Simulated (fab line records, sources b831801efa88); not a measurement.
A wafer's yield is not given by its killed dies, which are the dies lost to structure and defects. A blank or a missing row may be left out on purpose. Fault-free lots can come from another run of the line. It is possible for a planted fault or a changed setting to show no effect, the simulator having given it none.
Matching of chambers :: flow gf180mcu :: rie-si-02 running GF_POLY_GATE_ETCH_13: 4 sister chambers
The step etches poly-Si in HBr/Cl2, stops on SiO2, target depth 198.5 nm, time 69.6 s. 14 wafers are shown with their chamber, then 7 later ones without.

== WAFERS WITH THEIR CHAMBER ==
wafer: L148.1
chamber: 3
he-backside-leak-sccm (sccm): 2.70
oes-product-au (a.u.): 0.982
throttle-valve-pct (%): 33.678

wafer: L148.3
chamber: 2
he-backside-leak-sccm (sccm): 2.80
oes-product-au (a.u.): 1.001
throttle-valve-pct (%): 33.673

wafer: L148.6
chamber: 1
he-backside-leak-sccm (sccm): 3.09
oes-product-au (a.u.): 1.022
throttle-valve-pct (%): 33.697

wafer: L150.1
chamber: 0
he-backside-leak-sccm (sccm): 2.56
oes-product-au (a.u.): 0.985
throttle-valve-pct (%): 33.678

wafer: L150.3
chamber: 3
he-backside-leak-sccm (sccm): 2.67
oes-product-au (a.u.): 0.974
throttle-valve-pct (%): 33.694

wafer: L150.4
chamber: 1
he-backside-leak-sccm (sccm): 3.18
oes-product-au (a.u.): 0.994
throttle-valve-pct (%): 33.693

wafer: L151.1
chamber: 0
he-backside-leak-sccm (sccm): 2.35
oes-product-au (a.u.): 0.989
throttle-valve-pct (%): 33.665

wafer: L151.5
chamber: 1
he-backside-leak-sccm (sccm): 2.94
oes-product-au (a.u.): 0.999
throttle-valve-pct (%): 33.684

wafer: L151.6
chamber: 2
he-backside-leak-sccm (sccm): 2.78
oes-product-au (a.u.): 0.992
throttle-valve-pct (%): 33.691

wafer: L153.2
chamber: 2
he-backside-leak-sccm (sccm): 2.65
oes-product-au (a.u.): 0.998
throttle-valve-pct (%): 33.667

wafer: L153.4
chamber: 3
he-backside-leak-sccm (sccm): 2.65
oes-product-au (a.u.): 0.989
throttle-valve-pct (%): 33.684

wafer: L153.5
chamber: 3
he-backside-leak-sccm (sccm): 2.71
oes-product-au (a.u.): 0.989
throttle-valve-pct (%): 33.674

wafer: L158.2
chamber: 1
he-backside-leak-sccm (sccm): 3.12
oes-product-au (a.u.): 0.997
throttle-valve-pct (%): 33.686

wafer: L158.3
chamber: 2
he-backside-leak-sccm (sccm): 2.65
oes-product-au (a.u.): 0.994
throttle-valve-pct (%): 33.682

SIGNATURES (averages over the wafers above)
reading: he-backside-leak-sccm
chamber 0: 2.4550
chamber 1: 3.0825
chamber 2: 2.7200
chamber 3: 2.6825
scatter within a chamber: 0.0868

reading: oes-product-au
chamber 0: 0.98700
chamber 1: 1.00300
chamber 2: 0.99625
chamber 3: 0.98350
scatter within a chamber: 0.00839

reading: throttle-valve-pct
chamber 0: 33.67150
chamber 1: 33.69000
chamber 2: 33.67825
chamber 3: 33.68250
scatter within a chamber: 0.00867
Rule: a wafer lies at a distance from a chamber equal to the root of the sum of squares, over the readings, of (its reading less the chamber's mean, divided by the reading's scatter). The wafer belongs to the nearest chamber; if the next one is less than 2 further off, it can't be placed. The scatter is the square root of a quotient: the sum, over the shown wafers, of each reading's squared deviation from its chamber's mean, divided by wafers minus chambers.

== WAFERS WITH NO CHAMBER GIVEN ==
wafer: L158.5
he-backside-leak-sccm (sccm): 2.68
oes-product-au (a.u.): 0.987
throttle-valve-pct (%): 33.668

wafer: L161.1
he-backside-leak-sccm (sccm): 2.77
oes-product-au (a.u.): 0.986
throttle-valve-pct (%): 33.688

wafer: L161.4
he-backside-leak-sccm (sccm): 2.94
oes-product-au (a.u.): 0.996
throttle-valve-pct (%): 33.677

wafer: L161.5
he-backside-leak-sccm (sccm): 2.58
oes-product-au (a.u.): 0.990
throttle-valve-pct (%): 33.672

wafer: L169.2
he-backside-leak-sccm (sccm): 2.61
oes-product-au (a.u.): 0.983
throttle-valve-pct (%): 33.674

wafer: L169.4
he-backside-leak-sccm (sccm): 3.11
oes-product-au (a.u.): 0.994
throttle-valve-pct (%): 33.681

wafer: L169.5
he-backside-leak-sccm (sccm): 2.45
oes-product-au (a.u.): 0.989
throttle-valve-pct (%): 33.674

== EACH ONE'S CHAMBER ==
wafer: L158.5
from the rows above: can't be placed: 2 or 3 or 0
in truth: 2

wafer: L161.1
from the rows above: can't be placed: 3 or 2
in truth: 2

wafer: L161.4
from the rows above: can't be placed: 1 or 2 or 3
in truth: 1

wafer: L161.5
from the rows above: can't be placed: 0 or 3 or 2
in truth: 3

wafer: L169.2
from the rows above: can't be placed: 3 or 0 or 2
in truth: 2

wafer: L169.4
from the rows above: 1
in truth: 1

wafer: L169.5
from the rows above: 0
in truth: 0
Placed correctly: 2 of 7. From these rows, 5 cannot be placed; in 5 the true chamber is one of the candidates. Number placed wrongly: 0.
